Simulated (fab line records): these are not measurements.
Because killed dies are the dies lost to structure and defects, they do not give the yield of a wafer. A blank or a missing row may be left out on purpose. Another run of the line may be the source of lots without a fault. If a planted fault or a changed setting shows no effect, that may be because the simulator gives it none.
fab line records -- flow sky130
[record] lots = 11, wafers = 32, lastDay = 50
route steps=708 shown POLY_GATE@204 RES_PROTECT@214 POLY_CUT@316
lots with no fault: from the same line, run without faults
startH: start of the lot's first displayed wafer, in hours after the record's first day -- waitH: hours elapsed since this lot's preceding step -- " same as the row above -- L1.1+2: several wafers, shown together as one row -- - no value present, or no start provided -- * or withheld: withheld -- < > ~ a bound
route shown NAME@n: names a module that has steps shown in the file, with the first one's number in the route -- usual: the fault-free wafers' mean and standard deviation -- same: alike in all rows -- chamber/n: place in a boat -- sites: per-site readings -- _std_site: the values' standard deviation -- _edge_site: inner sites' mean taken away from outer sites' mean -- radiusMm: for every site, how far away it sits from the centre of the wafer -- mask NAME#n: copy n -- behind: tool/chamber where the wafer was last shaped -- hold: cause of the lot's hold/its duration in hours/its outcome -- device: which transistor (n, p or np) failed to switch -- end of line: the route-end tests of the same wafers -- a step given without rows: its recipe and nothing more -- killed: not the wafer's yield, but the dies lost to structure and defects at the first sort -- map: dies across one wafer; x = killed, . = not, _ = none there
set.NAME: the setting the step ran with; set.NAME@STEP: the setting that earlier step ran with -- model.NAME: the simulator's own value behind a step, which no gauge read
one table for each step of the route and one row for each wafer, over a sample of lots
services: when a tool's chamber went out of use (startH, in hours from the record's first day, below 0 if earlier), for how many hours, and the reason
[[steps]]
[step SKY_POLY_GATE_CVD_00]
[recipe] material = poly-Si, targetThkNm = 180, tempC = 620, timeS = 720, pressureMtorr = 200
[usual] spikeTcBottomC = 638.8/1.5, spikeTcCentreC = 621.9/1.1, spikeTcLowerC = 621.1/1.2, spikeTcUpperC = 620.3/1.4, susceptorTempC = 620.00/0.29
lot.wafer,tool,chamber,startH,waitH,spikeTcBottomC,spikeTcCentreC,spikeTcLowerC,spikeTcUpperC,susceptorTempC
L435.2,lpcvd-01,1,335.02,0.0,639.0,622.1,620.2,621.0,619.72
L435.3,lpcvd-01,1,335.02,0.0,639.7,622.1,619.7,621.7,619.82
L435.4,lpcvd-01,1,335.02,0.0,639.5,622.7,619.1,620.4,620.20
L438.3,lpcvd-01,1,335.02,0.0,638.0,621.5,621.4,622.4,620.03
L438.5,lpcvd-01,1,335.02,0.0,639.0,623.3,621.4,621.6,620.07
L438.6,lpcvd-01,1,335.02,0.0,640.7,622.9,620.7,621.4,619.98
L439.1,lpcvd-01,0,343.43,0.0,637.8,623.6,621.8,620.0,620.01
L439.2,lpcvd-01,0,343.43,0.0,636.2,620.4,620.5,620.3,620.20
L439.3,lpcvd-01,0,343.43,0.0,639.0,621.8,620.3,618.6,620.18
L440.1,lpcvd-01,1,353.54,0.0,633.4,617.1,615.7,613.7,613.73
L440.3,lpcvd-01,1,353.54,0.0,633.1,615.8,615.8,616.3,614.18
L440.6,lpcvd-01,1,353.54,0.0,633.5,616.8,614.9,615.0,614.13
L441.3,lpcvd-01,1,360.69,0.0,635.5,615.0,616.0,617.0,614.30
L441.4,lpcvd-01,1,360.69,0.0,633.0,616.2,616.3,616.1,614.16
L441.6,lpcvd-01,1,360.69,0.0,634.1,617.2,614.4,614.3,613.97
L442.1,lpcvd-01,1,370.25,0.0,635.0,617.0,614.2,614.6,614.63
L442.3,lpcvd-01,1,370.25,0.0,633.6,617.5,614.5,614.5,614.61
L442.6,lpcvd-01,1,370.25,0.0,632.9,618.7,615.2,618.2,613.88
L451.1,lpcvd-01,0,445.61,0.0,636.4,621.4,621.8,619.3,619.94
L451.2,lpcvd-01,0,445.61,0.0,636.4,620.3,622.9,619.8,619.89
L451.5,lpcvd-01,0,445.61,0.0,638.7,622.6,622.2,619.5,619.65
L452.1,lpcvd-01,0,495.76,36.7,638.0,620.3,621.6,619.9,619.97
L452.2,lpcvd-01,0,495.76,36.7,638.3,621.0,621.1,620.0,619.87
L452.3,lpcvd-01,0,495.76,36.7,638.6,621.1,622.4,619.4,620.21
L453.2,lpcvd-01,0,495.76,27.0,637.3,618.8,621.7,617.9,619.81
L453.5,lpcvd-01,0,495.76,27.0,637.6,621.6,622.7,619.6,620.41
L454.1,lpcvd-01,1,495.76,22.1,640.3,621.6,620.6,619.5,620.12
L454.3,lpcvd-01,1,495.76,22.1,639.0,621.8,621.1,621.1,619.71
L454.5,lpcvd-01,1,495.76,22.1,640.7,623.4,620.6,622.1,619.61
L457.1,lpcvd-01,1,495.76,7.0,641.4,623.7,620.6,621.3,620.22
L457.4,lpcvd-01,1,495.76,7.0,639.7,621.4,621.0,621.8,620.21
L457.5,lpcvd-01,1,495.76,7.0,638.3,622.7,621.3,622.8,619.84
[step SKY_POLY_GATE_THK_MEAS_01]
[recipe] reads = poly-Si_of_POLY_GATE_CVD_00
[usual] POLY_GATE_CVD_00_THK = 179.5/1.6
lot.wafer,tool,chamber,startH,waitH,POLY_GATE_CVD_00_THK[nm]
L435.2,filmMetro-04,-,336.23,0.0,179.2
L435.3,filmMetro-04,-,336.23,0.0,178.1
L435.4,filmMetro-04,-,336.23,0.0,176.4
L438.3,filmMetro-03,-,336.24,0.0,179.7
L438.5,filmMetro-03,-,336.24,0.0,179.6
L438.6,filmMetro-03,-,336.24,0.0,179.9
L439.1,filmMetro-02,-,345.23,0.0,179.7
L439.2,filmMetro-02,-,345.23,0.0,179.8
L439.3,filmMetro-02,-,345.23,0.0,181.2
L440.1,filmMetro-04,-,354.74,0.0,158.2
L440.3,filmMetro-04,-,354.74,0.0,157.5
L440.6,filmMetro-04,-,354.74,0.0,157.1
L441.3,filmMetro-02,-,361.91,0.0,153.0
L441.4,filmMetro-02,-,361.91,0.0,153.7
L441.6,filmMetro-02,-,361.91,0.0,151.9
L442.1,filmMetro-04,-,371.45,0.0,159.4
L442.3,filmMetro-04,-,371.45,0.0,158.3
L442.6,filmMetro-04,-,371.45,0.0,158.0
L451.1,filmMetro-03,-,446.81,0.0,179.6
L451.2,filmMetro-03,-,446.81,0.0,180.6
L451.5,filmMetro-03,-,446.81,0.0,179.1
L452.1,filmMetro-02,-,497.56,0.0,177.8
L452.2,filmMetro-02,-,497.56,0.0,176.3
L452.3,filmMetro-02,-,497.56,0.0,176.1
L454.1,filmMetro-04,-,497.56,0.0,180.8
L454.3,filmMetro-04,-,497.56,0.0,180.3
L454.5,filmMetro-04,-,497.56,0.0,180.9
L453.2,filmMetro-03,-,497.57,0.0,181.8
L453.5,filmMetro-03,-,497.57,0.0,179.8
L457.1,filmMetro-04,-,497.62,0.1,178.2
L457.4,filmMetro-04,-,497.62,0.1,178.5
L457.5,filmMetro-04,-,497.62,0.1,176.8
[step SKY_RES_PROTECT_STRIP_07]
[recipe] chemistry = O2/N2, powerW = 1400, pressureMtorr = 1500, platenTempC = withheld, o2FlowSccm = 3000, n2FlowSccm = 300, overashFraction = 0.5
[usual] drypumpMotorCurrentA = 5.6/0.46, oesProductAu = 0.518/0.0046, stripTimeToEndpointS = 23.32/0.044
lot.wafer,tool,chamber,startH,waitH,drypumpMotorCurrentA,oesProductAu,rfHoursCounterH,stripTimeToEndpointS
L435.2,plasmaAsher-04,1,363.05,0.1,6.1,0.512,66,23.26
L435.3,plasmaAsher-04,0,363.05,0.1,5.7,0.520,-,23.28
L435.4,plasmaAsher-04,1,363.05,0.1,6.1,0.526,-,23.27
L438.3,plasmaAsher-02,0,363.38,0.1,4.9,0.513,-,23.40
L438.5,plasmaAsher-02,1,363.38,0.1,5.6,0.516,-,23.36
L438.6,plasmaAsher-02,0,363.38,0.1,4.9,0.509,-,23.39
L439.1,plasmaAsher-04,0,372.90,0.1,5.8,0.524,67,23.36
L439.2,plasmaAsher-04,1,372.90,0.1,6.1,0.518,67,23.32
L439.3,plasmaAsher-04,0,372.90,0.1,5.8,0.517,-,23.33
L440.1,plasmaAsher-04,0,384.10,0.1,5.8,0.522,68,23.28
L440.3,plasmaAsher-04,1,384.10,0.1,6.1,0.528,-,23.26
L440.6,plasmaAsher-04,1,384.10,0.1,6.1,0.512,-,23.24
L441.3,plasmaAsher-02,1,391.01,0.1,5.6,0.520,-,23.35
L441.4,plasmaAsher-02,0,391.01,0.1,4.9,0.518,-,23.31
L441.6,plasmaAsher-02,1,391.01,0.1,5.6,0.514,-,23.30
L442.1,plasmaAsher-03,0,401.43,0.1,6.1,0.516,59,23.28
L442.3,plasmaAsher-03,0,401.43,0.1,6.1,0.518,-,23.25
L442.6,plasmaAsher-03,1,401.43,0.1,5.1,0.514,-,23.26
L451.1,plasmaAsher-04,0,477.67,0.1,5.8,0.516,78,23.29
L451.2,plasmaAsher-04,1,477.67,0.1,6.1,0.517,78,23.30
L451.5,plasmaAsher-04,0,477.67,0.1,5.8,0.519,-,23.32
L454.1,plasmaAsher-02,1,528.30,0.1,5.5,0.519,8,23.36
L454.3,plasmaAsher-02,1,528.30,0.1,5.5,0.520,-,23.28
L454.5,plasmaAsher-02,0,528.30,0.1,4.9,0.515,-,23.35
L452.1,plasmaAsher-04,1,528.60,0.1,6.1,0.524,85,23.21
L452.2,plasmaAsher-04,0,528.60,0.1,5.7,0.518,85,23.21
L452.3,plasmaAsher-04,1,528.60,0.1,6.1,0.514,-,23.25
L453.2,plasmaAsher-02,0,528.90,0.1,4.9,0.525,8,23.30
L453.5,plasmaAsher-02,1,528.90,0.1,5.6,0.518,-,23.32
L457.1,plasmaAsher-02,0,529.20,0.1,4.9,0.508,8,23.27
L457.4,plasmaAsher-02,1,529.20,0.1,5.6,0.515,-,23.33
L457.5,plasmaAsher-02,0,529.20,0.1,4.9,0.518,-,23.28
[step SKY_POLY_GATE_CD_MEAS_13]
[recipe] targetCdNm = 150
[usual] cdNm = 150.0/1.3
lot.wafer,tool,chamber,startH,waitH,cdNm
L435.2,cdSem-02,-,395.57,-,149.5
L435.3,cdSem-02,-,395.57,-,151.4
L435.4,cdSem-02,-,395.57,-,149.3
L438.3,cdSem-02,-,395.94,-,147.5
L438.5,cdSem-02,-,395.94,-,146.7
L438.6,cdSem-02,-,395.94,-,148.5
L439.1,cdSem-01,-,404.83,-,148.6
L439.2,cdSem-01,-,404.83,-,148.8
L439.3,cdSem-01,-,404.83,-,147.4
L440.1,cdSem-01,-,415.11,-,148.1
L440.3,cdSem-01,-,415.11,-,148.5
L440.6,cdSem-01,-,415.11,-,149.4
L441.3,cdSem-01,-,422.82,-,151.0
L441.4,cdSem-01,-,422.82,-,151.3
L441.6,cdSem-01,-,422.82,-,151.5
L442.1,cdSem-02,-,433.53,-,151.6
L442.3,cdSem-02,-,433.53,-,149.9
L442.6,cdSem-02,-,433.53,-,150.7
L451.1,cdSem-01,-,510.46,-,150.8
L451.2,cdSem-01,-,510.46,-,150.2
L451.5,cdSem-01,-,510.46,-,151.0
L454.1,cdSem-01,-,559.40,-,152.1
L454.3,cdSem-01,-,559.40,-,151.6
L454.5,cdSem-01,-,559.40,-,151.4
L452.1,cdSem-02,-,561.06,-,149.6
L452.2,cdSem-02,-,561.06,-,148.4
L452.3,cdSem-02,-,561.06,-,149.7
L453.2,cdSem-02,-,561.43,-,148.9
L453.5,cdSem-02,-,561.43,-,149.9
L457.1,cdSem-02,-,561.76,-,149.7
L457.4,cdSem-02,-,561.76,-,148.6
L457.5,cdSem-02,-,561.76,-,149.5
[step SKY_POLY_GATE_ETCH_17]
[recipe] targetDepthNm = 180, stopOn = SiO2, overEtchFrac = 0.56667, chemistry = HBr/Cl2, target = poly-Si, icpW = 400, biasW = 100, pressureMtorr = 10, HBr_flow_sccm = 150, Cl2_flow_sccm = 50, timeS = 70.5
[usual] drypumpMotorCurrentA = 5.8/0.34, mfcCl2Sccm = 50.00/0.14, oesProductAu = 0.984/0.0089, throttleValvePct = 33.684/0.01
[same] overEtchFrac = 0.56667
lot.wafer,tool,chamber,startH,waitH,drypumpMotorCurrentA,mfcCl2Sccm,oesProductAu,rfHoursCounterH,throttleValvePct
L435.2,rieSi-01,2,395.88,0.0,5.7,50.06,0.992,39,33.676
L435.3,rieSi-01,0,395.88,0.0,5.3,50.14,0.988,49,33.691
L435.4,rieSi-01,1,395.88,0.0,6.1,49.85,0.982,1,33.701
L438.3,rieSi-02,2,396.23,0.0,6.1,49.92,0.967,2,33.700
L438.5,rieSi-02,3,396.23,0.0,5.5,49.74,0.980,-,33.682
L438.6,rieSi-02,0,396.23,0.0,6.0,49.83,0.991,-,33.692
L439.1,rieSi-01,2,405.17,0.0,5.7,49.85,0.985,39,33.686
L439.2,rieSi-01,1,405.17,0.0,6.1,49.89,0.981,1,33.679
L439.3,rieSi-01,3,405.17,0.0,6.1,50.01,0.990,23,33.688
L440.1,rieSi-02,2,415.45,0.0,6.1,50.20,0.912,2,33.676
L440.3,rieSi-02,0,415.45,0.0,6.0,50.10,0.905,1,33.672
L440.6,rieSi-02,2,415.45,0.0,6.1,50.25,0.897,-,33.685
L441.3,rieSi-02,1,423.12,0.0,5.3,49.79,0.883,22,33.683
L441.4,rieSi-02,3,423.12,0.0,5.5,50.08,0.892,70,33.691
L441.6,rieSi-02,2,423.12,0.0,6.1,49.94,0.882,-,33.687
L442.1,rieSi-01,2,433.87,0.0,5.7,50.03,0.911,39,33.689
L442.3,rieSi-01,3,433.87,0.0,6.1,49.97,0.906,23,33.682
L442.6,rieSi-01,3,433.87,0.0,6.1,50.29,0.911,-,33.694
L451.1,rieSi-02,3,510.80,0.0,5.5,50.07,0.987,0,33.696
L451.2,rieSi-02,1,510.80,0.0,5.3,49.96,0.997,22,33.670
L451.5,rieSi-02,3,510.80,0.0,5.5,49.73,0.982,-,33.702
L454.1,rieSi-01,0,559.73,0.0,5.3,49.95,0.993,0,33.686
L454.3,rieSi-01,3,559.73,0.0,6.1,49.93,0.993,24,33.679
L454.5,rieSi-01,3,559.73,0.0,6.1,50.08,0.991,-,33.687
L452.1,rieSi-01,0,561.40,0.0,5.4,50.07,0.973,0,33.670
L452.2,rieSi-01,1,561.40,0.0,6.1,50.04,0.972,2,33.676
L452.3,rieSi-01,2,561.40,0.0,5.7,50.12,0.983,40,33.684
L453.2,rieSi-02,0,561.75,0.0,6.0,50.06,0.985,2,33.692
L453.5,rieSi-02,2,561.75,0.0,6.1,49.90,0.979,-,33.680
L457.1,rieSi-02,2,562.10,0.0,6.1,49.92,0.970,3,33.685
L457.4,rieSi-02,0,562.10,0.0,6.1,50.01,0.987,2,33.685
L457.5,rieSi-02,0,562.10,0.0,6.0,50.03,0.977,-,33.674
[step SKY_POLY_CUT_OVL_MEAS_09]
[usual] POLY_CUT_OVL = 0/5.5
lot.wafer,tool,chamber,startH,waitH,POLY_CUT_OVL[nm]
L435.2,overlay-01,-,585.15,0.1,0
L435.3,overlay-01,-,585.15,0.1,5
L435.4,overlay-01,-,585.15,0.1,0
L438.3,overlay-02,-,586.15,0.1,5
L438.5,overlay-02,-,586.15,0.1,3
L438.6,overlay-02,-,586.15,0.1,-1
L439.1,overlay-01,-,595.14,0.1,-3
L439.2,overlay-01,-,595.14,0.1,0
L439.3,overlay-01,-,595.14,0.1,-6
L440.1,overlay-02,-,604.79,0.1,1
L440.3,overlay-02,-,604.79,0.1,3
L440.6,overlay-02,-,604.79,0.1,-6
L441.3,overlay-01,-,611.71,0.1,-1
L441.4,overlay-01,-,611.71,0.1,8
L441.6,overlay-01,-,611.71,0.1,-2
L442.1,overlay-01,-,620.95,0.1,6
L442.3,overlay-01,-,620.95,0.1,11
L442.6,overlay-01,-,620.95,0.1,6
L451.1,overlay-02,-,692.15,0.1,4
L451.2,overlay-02,-,692.15,0.1,3
L451.5,overlay-02,-,692.15,0.1,-2
L454.1,overlay-01,-,737.90,0.1,3
L454.3,overlay-01,-,737.90,0.1,-2
L454.5,overlay-01,-,737.90,0.1,2
L452.1,overlay-01,-,739.29,0.1,-7
L452.2,overlay-01,-,739.29,0.1,6
L452.3,overlay-01,-,739.29,0.1,0
L453.2,overlay-02,-,740.85,0.1,-8
L453.5,overlay-02,-,740.85,0.1,-7
L457.1,overlay-01,-,741.69,0.1,-6
L457.4,overlay-01,-,741.69,0.1,5
L457.5,overlay-01,-,741.69,0.1,-9
[[services]]
tool,chamber,startH,hours,kind
plasmaAsher-04,-,321.85,14.6,pm
rieSi-02,-,374.37,0.4,repair
plasmaAsher-02,-,421.25,9.0,pm
plasmaAsher-02,0,421.25,9.0,ventCycle
plasmaAsher-02,1,421.25,9.0,ventCycle
plasmaAsher-02,0,430.25,-,clean
plasmaAsher-02,1,430.25,-,clean
rieSi-02,3,433.18,-,clean
rieSi-02,3,433.18,17.0,scheduledDown
rieSi-02,3,433.18,17.0,ventCycle
rieSi-01,-,452.92,28.1,pm
plasmaAsher-02,-,466.15,2.8,pm
plasmaAsher-02,-,484.95,15.1,pm
rieSi-01,1,494.41,10.2,repair
rieSi-02,2,508.19,5.5,repair
plasmaAsher-03,-,510.24,28.1,pm
rieSi-01,0,524.33,-,clean
rieSi-01,0,524.33,32.4,scheduledDown
rieSi-01,0,524.33,32.4,ventCycle
plasmaAsher-03,-,542.06,0.7,repair
plasmaAsher-02,-,550.25,4.6,repair
[[key]]
[firstSign] step = SKY_POLY_GATE_CVD_00, reading = susceptorTempC, direction = down, sigmas = 20, usual = *, struck = *
[effect] step = SKY_POLY_GATE_CVD_00, reading = spikeTcCentreC, direction = down, sigmas = 4.8, usual = 621.9, struck = 616.8
[effect] step = SKY_POLY_GATE_THK_MEAS_01, reading = POLY_GATE_CVD_00_THK, direction = down, sigmas = 15, usual = 179.5, struck = 156.4
[effect] step = SKY_POLY_GATE_ETCH_17, reading = oesProductAu, direction = down, sigmas = 9.5, usual = 0.984, struck = 0.900
metAt SKY_POLY_GATE_CVD_00
struckLots L440,L441,L442
struckWafers L440.1,L440.3,L440.6,L441.3,L441.4,L441.6,L442.1,L442.3,L442.6
testerLeftOut L440,L441,L442
notActingAt SKY_RES_PROTECT_STRIP_07,SKY_POLY_GATE_CD_MEAS_13,SKY_POLY_CUT_OVL_MEAS_09
onsetBetween 335.02 353.54
[fault] kind = processParameterDrift, tool = lpcvd-01, chamber = 1, onsetH = 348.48, steps = SKY_POLY_GATE_CVD_00, channel = tempC, offset = *, shape = step, endH = 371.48, stated = *
// testerLeftOut: of these lots the tester's yield and bins aren't shown, on N5 and GAA mostly nor the transistor test; their killed dies are dies lost to structure and defects alone, not to doping, threshold or leakage, so they don't give the yield
